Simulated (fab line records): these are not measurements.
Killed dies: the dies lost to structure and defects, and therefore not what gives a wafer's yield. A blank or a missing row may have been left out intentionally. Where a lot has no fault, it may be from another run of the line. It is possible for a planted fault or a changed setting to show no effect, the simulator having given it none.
2 desks, one fault / flow sky130 / numbers are kept per desk, each desk with only its own; the story behind them comes last

FROM THE METROLOGY DESK
Means of the sampled wafers that have a number, per lot and without regard to the tool the lot ran on: this is what the gauges read. If a lot's mean is further than 4 standard deviations from the usual mean, the lot is out of limits and carries the mark OUT (the distance appears in the brackets).
Columns: A = CONTACT_OVL at SKY_CONTACT_OVL_MEAS_15, usual 1 nm; B = CONTACT_W_RS at SKY_CONTACT_RS_MEAS_25, usual 0.341 ohm/sq
lot=L380; first seen here=day 31 12:56; A=-2; B=0.347
lot=L381; first seen here=day 31 17:29; A=2; B=0.343
lot=L382; first seen here=day 32 05:00; A=9; B=0.339
lot=L383; first seen here=day 32 20:56; A=-2; B=0.342
lot=L384; first seen here=day 33 03:14; A=2; B=0.337
lot=L385; first seen here=day 33 10:10; A=-5; B=0.339
lot=L394; first seen here=day 36 00:13; A=0; B=0.338
lot=L395; first seen here=day 36 10:32; A=-0; B=0.339
lot=L396; first seen here=day 36 12:04; A=-0; B=0.342
lot=L400; first seen here=day 37 22:23; A=2; B=0.340
lot=L401; first seen here=day 38 04:46; A=6; B=0.340
lot=L403; first seen here=day 38 18:28; A=-1; B=0.340
This desk found nothing out of limits on any of the 12 lots.

AT THE TOOL OWNER'S DESK: pvd_sputter-01
The tool's own readings at SKY_METAL1_SPUTTER_01 (material TiN, target thk 20 nm, time 16.4 s): means of the sampled wafers that have a number, for each lot that ran on this tool. If a lot's mean is further than 4 standard deviations from the usual mean, the lot is out of limits and carries the mark OUT (the distance appears in the brackets).
Columns: A = cathode_dc_power_W at SKY_METAL1_SPUTTER_01, usual 6500.1 W; B = throttle_valve_pct at SKY_METAL1_SPUTTER_01, usual 30.2 %
lot=L394; first seen here=day 36 01:38; A=7227.7 (+99 or more) OUT; B=30.5
lot=L395; first seen here=day 36 11:58; A=7227.0 (+99 or more) OUT; B=30.8
This desk's verdict: out of limits on L394, L395, starting with L394 at day 36 01:38 (cathode_dc_power_W at SKY_METAL1_SPUTTER_01). In limits: none.

ALL TOGETHER
At day 36 01:38, on L394, L395, the tool owner's desk was in a position to raise an alarm.
Nothing out of limits was seen by the metrology desk.
The metrology desk has L394, L395 on record, within its limits.
The lots listed all ran SKY_METAL1_SPUTTER_01 on pvd_sputter-01.

WHAT THE SIMULATOR HAD INSERTED
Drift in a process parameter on pvd_sputter-01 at SKY_METAL1_SPUTTER_01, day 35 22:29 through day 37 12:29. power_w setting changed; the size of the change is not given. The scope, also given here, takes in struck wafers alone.
Shown lots that were struck: L394, L395.
Hours from the fault's start to each desk's first reading out of limits: the tool owner's desk, 3.
